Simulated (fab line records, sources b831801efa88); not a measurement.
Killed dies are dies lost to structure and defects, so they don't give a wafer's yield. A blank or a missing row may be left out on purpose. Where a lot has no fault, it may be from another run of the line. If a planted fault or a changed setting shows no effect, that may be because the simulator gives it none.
2 desks looking at one fault || flow gf180mcu || each desk holds nothing but its own numbers, with what lay behind them at the end

THE METROLOGY DESK
What the gauges read, lot by lot, whatever tool the lot ran on: means of the sampled wafers that have a number. Any lot whose mean is over 4 standard deviations away from the usual mean is out of limits and marked OUT; that distance is given in the brackets.
Columns: A = MIM_ALCU_RS at GF_MIM_RS_MEAS_10, usual 0.1605 ohm/sq; B = MIM_ALCU_THK at GF_MIM_THK_MEAS_11, usual 200.8 nm
{"lot": "L770", "first seen here": "day 24 18:08", "A": 0.1592, "B": 203.6}
{"lot": "L772", "first seen here": "day 25 03:18", "A": 0.1588, "B": 203.8}
{"lot": "L773", "first seen here": "day 25 11:59", "A": 0.1593, "B": 203.4}
{"lot": "L777", "first seen here": "day 27 00:52", "A": 0.1599, "B": 201.0}
{"lot": "L779", "first seen here": "day 27 20:11", "A": 0.1631, "B": 196.7}
{"lot": "L780", "first seen here": "day 28 02:54", "A": 0.1582, "B": 202.9}
{"lot": "L781", "first seen here": "day 28 10:07", "A": 0.1608, "B": 199.2}
{"lot": "L782", "first seen here": "day 28 15:55", "A": 0.1612, "B": 199.7}
{"lot": "L784", "first seen here": "day 29 02:56", "A": 0.1598, "B": 200.5}
{"lot": "L785", "first seen here": "day 29 14:50", "A": 0.1620, "B": 199.6}
{"lot": "L787", "first seen here": "day 30 06:40", "A": 0.1604, "B": 201.7}
{"lot": "L788", "first seen here": "day 30 11:23", "A": 0.1588, "B": 201.3}
{"lot": "L793", "first seen here": "day 31 12:43", "A": 0.1601, "B": 199.0}
This desk's verdict: no lot among the 13 shows anything out of limits.

DESK OF THE TOOL OWNER: pvd_sputter-01
At GF_MIM_SPUTTER_09 (material TiN, target thk 35 nm, time 29.2 s) the tool's own readings: per lot run on this tool, the mean of the sampled wafers that have a number. Any lot whose mean is over 4 standard deviations away from the usual mean is out of limits and marked OUT; that distance is given in the brackets.
Columns: A = cathode_dc_power_W at GF_MIM_SPUTTER_09, usual 6499.9 W; B = throttle_valve_pct at GF_MIM_SPUTTER_09, usual 30.4 %
{"lot": "L770", "first seen here": "day 24 18:05", "A": 6499.6, "B": 30.5}
{"lot": "L773", "first seen here": "day 25 11:55", "A": 6500.6, "B": 32.0}
{"lot": "L781", "first seen here": "day 28 09:56", "A": 6499.7, "B": 31.2}
{"lot": "L784", "first seen here": "day 29 02:52", "A": 6499.3, "B": 31.3}
{"lot": "L785", "first seen here": "day 29 14:48", "A": 6499.0, "B": 30.6}
{"lot": "L788", "first seen here": "day 30 11:19", "A": "7141.9 (+99 or more) OUT", "B": 31.4}
{"lot": "L793", "first seen here": "day 31 12:41", "A": "7141.0 (+99 or more) OUT", "B": 30.7}
This desk's finding: out of limits on L788, L793; first on L788, day 30 11:19 (cathode_dc_power_W at GF_MIM_SPUTTER_09). L770, L773, L781, L784, L785: within limits.

ALL TOGETHER
At day 30 11:19, on L788, L793, the tool owner's desk was in a position to raise an alarm.
Metrology desk: nothing out of limits seen.
The metrology desk has L788, L793 on record, within its limits.
All the named lots went through GF_MIM_SPUTTER_09 on pvd_sputter-01.

WHAT HAD BEEN PUT IN BY THE SIMULATOR
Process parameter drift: pvd_sputter-01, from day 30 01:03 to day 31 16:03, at GF_MIM_SPUTTER_09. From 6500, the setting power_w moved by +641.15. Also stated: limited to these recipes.
Struck lots among those shown: L788, L793.
How many hours passed from the start of the fault until each desk's first out-of-limits reading: the tool owner's desk, 10.
